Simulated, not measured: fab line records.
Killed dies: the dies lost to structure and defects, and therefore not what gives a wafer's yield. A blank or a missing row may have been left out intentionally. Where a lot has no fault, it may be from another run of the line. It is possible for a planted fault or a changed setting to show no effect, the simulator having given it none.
8D (eight disciplines) problem report, filled in by code :: flow gf180mcu :: the parts of the form that need people (team, actions taken, sign-off) are left out

== 1. PROBLEM STATEMENT ==
run_length_s at GF_STI_ETCH_14 reads a mean of 119.1 s on 5 wafers of 3 lots; wafers without a fault read 131.2 s with a standard deviation of 0.45. That puts it -27 standard deviations away from the usual mean.
The step: etches Si in HBr/Cl2/O2, target depth 360 nm, time 102.9 s.
Earliest sighting: wafer L307.4 on rie_si-01 at day 4 13:14. At this step, 35 wafers from 12 lots have a number in the record. The rule behind "out" and "out of limits": a value lying over 4 standard deviations away from the usual mean. The rest of the wafers with a number are treated as sound.

== 2. WHAT IT IS; WHAT IT IS NOT ==
question: which readings at this step
is: run_length_s
is not: drypump_motor_current_A, oes_product_au, throttle_valve_pct

question: which lots
is: L307, L308, L310
is not: L299, L300, L301, L302, L303, L313, L314, L316, L318

question: which wafers of those lots
is: L307.4, L307.5, L308.4, L308.5, L310.4
is not: L307.2, L310.1, L310.6

question: read on which tools
is: rie_si-01
is not: rie_si-02

question: when
is: from day 4 13:14
is not: up to then (16 sound wafers); but 14 sound wafers of L310, L313, L314, L316, L318 came after

== 3. SUSPECTS, AND WHAT RULES EACH OUT ==
Counting: if a tool at a process step up to the reading ran every lot that is out, it stays a suspect. Sound lots after the first of them don't rule it out here, since some wafers of a struck lot are sound.
- rie_si-01 at GF_STI_ETCH_14 (etches Si in HBr/Cl2/O2, target depth 360 nm, time 102.9 s): kept. It processed each lot that is out (first: L307, day 4 13:14); up to then, its last sound lot is L303 (day 3 13:34). Its own readings are out on those wafers: run_length_s.
Remaining after the count: rie_si-01 at GF_STI_ETCH_14.

== 4. THE CAUSE (what the simulator had put in) ==
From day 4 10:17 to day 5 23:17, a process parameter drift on rie_si-01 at GF_STI_ETCH_14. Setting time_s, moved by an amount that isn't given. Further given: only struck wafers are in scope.
Counting left only this tool.

== 5. THE CHAIN OF EFFECTS, in route order ==
One row per reading whose mean, taken over the struck wafers that have a number, lies over 3 standard deviations from the usual. Readings are gone through only where the record gives a usual standard deviation; hours: the median, over the lots, of the time from a lot's start at the first step in this table giving one to that lot's start at this step; sigmas: the change measured in usual standard deviations.
hours: 0
step: GF_STI_ETCH_14
reading: run_length_s
usual: 131.2 s
on struck wafers: 119.1
change: -12.1
sigmas: -27
It contains these process steps:
- GF_STI_ETCH_14: etches Si in HBr/Cl2/O2, target depth 360 nm, time 102.9 s.

== 6. WHAT WOULD HAVE CAUGHT IT SOONER ==
In this record the first reading out of limits was taken at day 4 13:14, 3 hours after the fault began at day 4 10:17.
